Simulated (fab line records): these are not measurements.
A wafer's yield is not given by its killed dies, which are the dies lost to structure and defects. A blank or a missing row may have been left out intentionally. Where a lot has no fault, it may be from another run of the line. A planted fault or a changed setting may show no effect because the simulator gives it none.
Split-lot trial ; flow sky130 ; 23 wafers read from 5 lots, route of 708 steps

ON THE SPLIT
At SKY_VT_ADJUST_HVTR_IMPLANT_09, the setting energy-kev was moved away from the recipe's 10 on 4 of the 23 wafers read, by +2.9% to +4.9%. The other wafers ran this setting at the recipe's value.

FROM THE SPLIT ON TO THE READING: in between, the file shows 1 step
- SKY_VT_ADJUST_HVTR_STRIP_10: strips in O2/N2

THE READING
VT_ADJUST_HVTR_TW, at SKY_VT_ADJUST_HVTR_TW_MEAS_11. On this fab line, fault-free wafers typically give 210.4 with a standard deviation of 1.1.

wafer;tool, chamber at the split;energy-kev as run;against the recipe;VT_ADJUST_HVTR_TW;against lot-mates on the recipe
L074.1;implanter-02, 0;10;recipe;211.3;-
L074.2;implanter-02, 0;10.29;+2.9%;214.4;+3.2
L074.3;implanter-02, 0;10;recipe;211.5;-
L074.4;implanter-02, 0;10.29;+2.9%;212.2;+1.0
L074.6;implanter-02, 0;10;recipe;210.7;-
L076.2;implanter-02, 0;10;recipe;209.4;-
L076.3;implanter-02, 0;10;recipe;209.9;-
L076.4;implanter-02, 0;10;recipe;209.6;-
L076.5;implanter-02, 0;10;recipe;209.8;-
L076.6;implanter-02, 0;10;recipe;209.0;-
L078.1;implanter-01, 0;10;recipe;210.2;-
L078.2;implanter-01, 0;10;recipe;210.2;-
L078.3;implanter-01, 0;10;recipe;211.3;-
L078.4;implanter-01, 0;10;recipe;210.8;-
L078.6;implanter-01, 0;10;recipe;211.2;-
L080.2;implanter-01, 0;10;recipe;212.0;-
L080.4;implanter-01, 0;10;recipe;210.7;-
L080.6;implanter-01, 0;10;recipe;211.5;-
L084.1;implanter-02, 0;10;recipe;209.4;-
L084.2;implanter-02, 0;10.49;+4.9%;212.9;+3.5
L084.3;implanter-02, 0;10;recipe;209.2;-
L084.4;implanter-02, 0;10.49;+4.9%;212.9;+3.5
L084.6;implanter-02, 0;10;recipe;209.6;-

THE FIT
A straight line over all 23 wafers: VT_ADJUST_HVTR_TW changes by +0.63 for each +1% of energy-kev; r = +0.72; the points scatter about the line by 0.98.
The same after taking each lot's own level away (the mean of its wafers on the recipe; 23 wafers): +0.719 for each +1%; r = +0.92; scatter 0.5.
That fit puts the effect of the largest move of energy-kev on the reading at 3.5.
The lots' own levels span 209.40 to 211.40, that is 1.8 times the standard deviation above.
So the lot-to-lot level blurs the effect unless lot-mates are compared.
Check: +3.54 against its lot-mates is what the line predicts for one of the wafers moved furthest among these (+4.9%) when that wafer is left out of the fit. Against them it came out at +3.5.

FURTHER SPLITS ON THESE WAFERS
Note: prior to the reading, these wafers also went through further splits. Each is held against what the fit with the lots' levels taken away leaves over:
other split on the same wafers;wafers away from the commonest value;r with VT_ADJUST_HVTR_TW (lot level and that fit taken away)
SKY_NWELL_IMPLANT_24 dose-cm2;8;+0.13
SKY_VT_ADJUST_LVTN_COAT_02 resist-thk-nm;9;-0.07
SKY_VT_ADJUST_HVTR_COAT_02 spin-rpm;10;+0.29

THE WHOLE CHAIN: every reading that the file lists as answering this split, in the file's order
step;what it does;reading;change (the file's fit);r (the file's)
SKY_VT_ADJUST_HVTR_IMPLANT_09;;implant.rp-nm (the simulator's own value, which no gauge read);+0.317 nm for each +1% of the setting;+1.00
SKY_VT_ADJUST_HVTR_IMPLANT_09;;implant.drp-nm (the simulator's own value, which no gauge read);+0.118 nm for each +1% of the setting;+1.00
SKY_VT_ADJUST_HVTR_TW_MEAS_11;;VT_ADJUST_HVTR_TW;+0.714 for each +1% of the setting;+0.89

THE FILE'S OWN FIT
VT_ADJUST_HVTR_TW changes by +0.714 for each +1% of energy-kev, r = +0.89.
